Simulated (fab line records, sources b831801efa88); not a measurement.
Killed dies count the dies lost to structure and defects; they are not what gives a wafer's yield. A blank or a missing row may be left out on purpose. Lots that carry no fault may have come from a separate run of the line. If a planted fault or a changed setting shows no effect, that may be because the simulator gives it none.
Tool commonality check -- flow gf180mcu -- 13 lots and 39 wafers in the sample

== REASON FOR OPENING ==
At GF_VT_IMPLANT_RS_MEAS_47 the reading NWELL_RS is flagged on 2 of 13 lots. No-fault wafers: 487.7 ohm/sq, standard deviation 1.4.
Rule: a lot gets a flag if all its wafers with a number sit over 4 standard deviations from that mean, or if no wafer of it has a number. The rest of the lots are taken to be sound.

lot,measured,on,"NWELL_RS (ohm/sq), wafer by wafer",flag
L420,day 8 00:46,film_metro-04,487.8 487.1 486.8,
L421,day 8 01:18,film_metro-01,489.3 489.3 488.6,
L423,day 8 15:43,film_metro-04,486.8 486.7 487.3,
L424,day 8 19:39,film_metro-01,487.8 486.9 488.8,
L425,day 8 23:35,film_metro-02,485.9 485.2 486.8,
L426,day 9 05:41,film_metro-02,487.7 487.2 488.4,
L429,day 10 10:02,film_metro-04,487.4 488.1 487.4,
L434,day 11 15:17,film_metro-01,481.6 480.4 479.6,FLAGGED
L435,day 11 18:04,film_metro-01,481.1 479.9 479.9,FLAGGED
L437,day 12 06:03,film_metro-01,488.0 489.4 489.3,
L439,day 12 23:28,film_metro-01,490.4 489.8 490.2,
L440,day 13 05:18,film_metro-02,488.2 487.8 489.0,
L441,day 13 12:27,film_metro-04,486.1 486.6 485.8,
The numbers of the flagged lots are 480.4 ohm/sq on average: -7.3 ohm/sq against the usual, or -5 standard deviations.

== EACH LOT AND THE TOOL IT RAN ON ==
The record holds 1 process step before the reading, out of a route of 602 steps. Cell contents, in order: the tool; ch with the chambers the sampled wafers went through; the start.
lot,flag,GF_NWELL_IMPLANT_09
L420,,"implanter-01 ch 0, day 3 16:28"
L421,,"implanter-02 ch 0, day 3 16:30"
L423,,"implanter-02 ch 0, day 4 06:08"
L424,,"implanter-02 ch 0, day 4 08:24"
L425,,"implanter-01 ch 0, day 4 11:57"
L426,,"implanter-02 ch 0, day 4 17:13"
L429,,"implanter-01 ch 0, day 5 16:03"
L434,FLAGGED,"implanter-02 ch 0, day 6 16:04"
L435,FLAGGED,"implanter-02 ch 0, day 6 17:02"
L437,,"implanter-01 ch 0, day 7 04:21"
L439,,"implanter-04 ch 0, day 7 15:26"
L440,,"implanter-01 ch 0, day 7 21:01"
L441,,"implanter-01 ch 0, day 8 01:54"
What these steps do:
- GF_NWELL_IMPLANT_09
- GF_VT_IMPLANT_RS_MEAS_47: measures by four-point-probe.

== FLAGGED OVER TOTAL, TOOL BY TOOL (the gauges that took the reading come last) ==
step,tool,lots run,flagged,share of the flagged lots,sound lots run after its first flagged lot
GF_NWELL_IMPLANT_09,implanter-01,6,0,none,-
GF_NWELL_IMPLANT_09,implanter-02,6,2,all,0
GF_NWELL_IMPLANT_09,implanter-04,1,0,none,-
GF_VT_IMPLANT_RS_MEAS_47,film_metro-01,6,2,all,"2 (L437,L439)"
GF_VT_IMPLANT_RS_MEAS_47,film_metro-02,3,0,none,-
GF_VT_IMPLANT_RS_MEAS_47,film_metro-04,4,0,none,-

== WHAT THE TABLE PERMITS ==
In 2 table rows, all flagged lots were run: implanter-02 (GF_NWELL_IMPLANT_09), film_metro-01 (GF_VT_IMPLANT_RS_MEAS_47).
- implanter-02 at GF_NWELL_IMPLANT_09: 2 of its 6 lots flagged. A fault beginning between L426 (day 4 17:13), its last sound lot, and L434 (day 6 16:04), its first flagged one, fits the data. Its own readings lie more than 4 standard deviations out on every wafer of the flagged lots: tilt_deg.
- film_metro-01 at GF_VT_IMPLANT_RS_MEAS_47: 2 of its 6 lots flagged. Lots that were sound ran on it after the first flagged one (L437, L439); a persistent fault on the entire tool would not allow that.
Just one tool remains: implanter-02 at GF_NWELL_IMPLANT_09.

== WHAT THE SIMULATOR HAD PUT IN ==
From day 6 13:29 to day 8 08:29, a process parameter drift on implanter-02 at GF_NWELL_IMPLANT_09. A move of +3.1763 in setting tilt_deg, from 0. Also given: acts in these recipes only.
Struck lots among those shown: L434, L435. This agrees with what the rule above found.
